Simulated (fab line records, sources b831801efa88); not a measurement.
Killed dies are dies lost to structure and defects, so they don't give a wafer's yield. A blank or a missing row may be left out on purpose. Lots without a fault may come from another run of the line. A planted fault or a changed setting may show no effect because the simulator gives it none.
Which tool did it? | flow gf180mcu | 11 lots, 33 wafers sampled, at 2 steps of a route of 602

WHAT THE GAUGES READ, wafer by wafer
GF_V3_OVL_MEAS_15.
lot  | measured     | on         | V3_OVL (nm)
L505 | day 22 18:18 | overlay-02 | 5 0 -1
L507 | day 23 20:49 | overlay-01 | 5 6 6
L514 | day 26 11:50 | overlay-02 | -3 3 4
L515 | day 26 19:16 | overlay-01 | 4 -1 -1
L516 | day 26 23:59 | overlay-02 | 5 -3 4
L518 | day 27 16:35 | overlay-01 | 5 3 7
L519 | day 28 00:19 | overlay-01 | -1 -3 -2
L522 | day 28 15:44 | overlay-01 | -1 -1 -1
L523 | day 28 23:23 | overlay-01 | 3 1 -4
L524 | day 29 01:40 | overlay-01 | 2 2 -1
L525 | day 29 08:01 | overlay-02 | 2 4 1

WHICH TOOL RAN EACH LOT (tool, then ch and the chambers of the sampled wafers, then the start)
lot  | GF_M3_STRIP_17
L505 | plasma_asher-02 ch 0,1, day 21 16:48
L507 | plasma_asher-03 ch 0,1, day 22 20:59
L514 | plasma_asher-03 ch 0,1, day 25 13:23
L515 | plasma_asher-02 ch 0, day 25 21:38
L516 | plasma_asher-03 ch 0,1, day 26 02:04
L518 | plasma_asher-03 ch 1, day 26 19:26
L519 | plasma_asher-01 ch 0,1, day 27 03:13
L522 | plasma_asher-03 ch 0,1, day 27 19:07
L523 | plasma_asher-01 ch 0,1, day 28 02:49
L524 | plasma_asher-03 ch 1, day 28 04:58
L525 | plasma_asher-01 ch 0, day 28 11:59
- GF_M3_STRIP_17: strips in O2/N2.

THE ANSWER, worked out from the rows above alone
Rule: what is usual is taken from the lots themselves. Put in order of their means at a reading, lots are off if they are a third of the lots or fewer, leave a main group of 4 or more, and stand apart from it by a gap of 3 or more times the standard deviation of the main group's means; of several such gaps the widest counts. A main group whose means are all the same, to the digits that the tables above print for the reading, isn't used. A lot without any number at a reading at which 4 lots or more have one is off too. The other lots that the step has rows for count as sound.
No lot is off at any reading shown: from this, nothing can be told.

WHAT THE SIMULATOR HAD PUT IN
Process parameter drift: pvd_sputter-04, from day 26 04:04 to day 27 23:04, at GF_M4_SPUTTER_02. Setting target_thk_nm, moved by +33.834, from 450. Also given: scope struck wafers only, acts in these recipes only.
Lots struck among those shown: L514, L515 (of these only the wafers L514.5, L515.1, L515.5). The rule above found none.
